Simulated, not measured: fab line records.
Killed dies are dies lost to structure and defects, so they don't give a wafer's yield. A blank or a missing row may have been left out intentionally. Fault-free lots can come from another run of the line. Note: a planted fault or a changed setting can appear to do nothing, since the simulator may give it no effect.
Which of the tools did it? || flow sky130 || 36 wafers from 12 lots sampled at 2 of the route's 708 steps

== WHAT THE GAUGES READ, wafer by wafer ==
SKY_POLY_CUT_CD_MEAS_08: the cd target is 270 nm. Usual: cd-nm at 269.8 nm, with a standard deviation of 1.7.
{"lot": "L563", "measured": "day 24 09:17", "on": "cd-sem-01", "cd-nm (nm)": "273.1 272.3 272.4", "flag": ""}
{"lot": "L565", "measured": "day 25 13:58", "on": "cd-sem-01", "cd-nm (nm)": "266.7 266.0 266.0", "flag": ""}
{"lot": "L564", "measured": "day 25 15:37", "on": "cd-sem-02", "cd-nm (nm)": "268.0 266.9 268.2", "flag": ""}
{"lot": "L566", "measured": "day 25 22:01", "on": "cd-sem-02", "cd-nm (nm)": "268.2 269.7 270.0", "flag": ""}
{"lot": "L572", "measured": "day 27 14:28", "on": "cd-sem-01", "cd-nm (nm)": "269.1 267.4 268.3", "flag": ""}
{"lot": "L576", "measured": "day 29 01:03", "on": "cd-sem-02", "cd-nm (nm)": "266.7 267.2 266.3", "flag": ""}
{"lot": "L579", "measured": "day 30 06:29", "on": "cd-sem-01", "cd-nm (nm)": "270.5 269.5 270.3", "flag": ""}
{"lot": "L580", "measured": "day 30 08:10", "on": "cd-sem-01", "cd-nm (nm)": "269.5 268.9 269.1", "flag": ""}
{"lot": "L583", "measured": "day 31 05:01", "on": "cd-sem-01", "cd-nm (nm)": "270.1 269.0 269.1", "flag": ""}
{"lot": "L582", "measured": "day 31 05:44", "on": "cd-sem-01", "cd-nm (nm)": "271.4 270.4 270.6", "flag": ""}
{"lot": "L585", "measured": "day 33 06:44", "on": "cd-sem-01", "cd-nm (nm)": "271.3 271.4 271.5", "flag": ""}
{"lot": "L584", "measured": "day 33 09:22", "on": "cd-sem-01", "cd-nm (nm)": "273.4 272.2 272.1", "flag": ""}

SKY_SD_P_TW_MEAS_11. Usual: SD_P_TW typically reads 2815, with standard deviation 38.
{"lot": "L563", "measured": "day 25 16:08", "on": "film-metro-03", "SD_P_TW": "2768 2756 2751", "flag": ""}
{"lot": "L565", "measured": "day 26 19:45", "on": "film-metro-02", "SD_P_TW": "2862 2857 2860", "flag": ""}
{"lot": "L564", "measured": "day 26 21:36", "on": "film-metro-04", "SD_P_TW": "2805 2796 2799", "flag": ""}
{"lot": "L566", "measured": "day 27 04:20", "on": "film-metro-02", "SD_P_TW": "2854 2852 2849", "flag": ""}
{"lot": "L572", "measured": "day 28 19:56", "on": "film-metro-02", "SD_P_TW": "2856 2862 2862", "flag": ""}
{"lot": "L576", "measured": "day 30 04:44", "on": "film-metro-03", "SD_P_TW": "2783 2791 2787", "flag": ""}
{"lot": "L579", "measured": "day 31 10:31", "on": "film-metro-03", "SD_P_TW": "2796 2789 2798", "flag": ""}
{"lot": "L580", "measured": "day 31 12:28", "on": "film-metro-04", "SD_P_TW": "2794 2779 2779", "flag": ""}
{"lot": "L583", "measured": "day 32 08:38", "on": "film-metro-04", "SD_P_TW": "2768 2758 2766", "flag": ""}
{"lot": "L582", "measured": "day 32 09:50", "on": "film-metro-02", "SD_P_TW": "2855 2848 2867", "flag": ""}
{"lot": "L585", "measured": "day 34 09:20", "on": "film-metro-03", "SD_P_TW": "2780 2778 2778", "flag": ""}
{"lot": "L584", "measured": "day 34 12:27", "on": "film-metro-04", "SD_P_TW": "2782 2775 2779", "flag": ""}

== EACH LOT AND THE TOOL THAT RAN IT (in order: tool; ch and the chambers of the sampled wafers; start) ==
Before these readings, the record contains no process step.

== WHAT THE TOOLS THEMSELVES READ (means of the sampled wafers that have a number; where no wafer has one, the mark that the record gives instead) ==
The record holds no such reading with a usual standard deviation.

== THE ANSWER, worked out from the rows above alone ==
Rule: a lot counts as off when the mean over its wafers that have a number is more than 3 standard deviations away from the usual mean. A lot without any number at a reading at which 4 lots or more have one is off too. The other lots that the step has rows for count as sound. Order of review: gauges by route order, followed by the tools' own readings, for which a lot's mean as printed above is used. The first step at which some lot is off is used, and at that step the reading that is off furthest; a lot without a number counts as furthest.
Nothing can be told from this: no lot is off at any reading shown.

== WHAT THE SIMULATOR PUT IN ==
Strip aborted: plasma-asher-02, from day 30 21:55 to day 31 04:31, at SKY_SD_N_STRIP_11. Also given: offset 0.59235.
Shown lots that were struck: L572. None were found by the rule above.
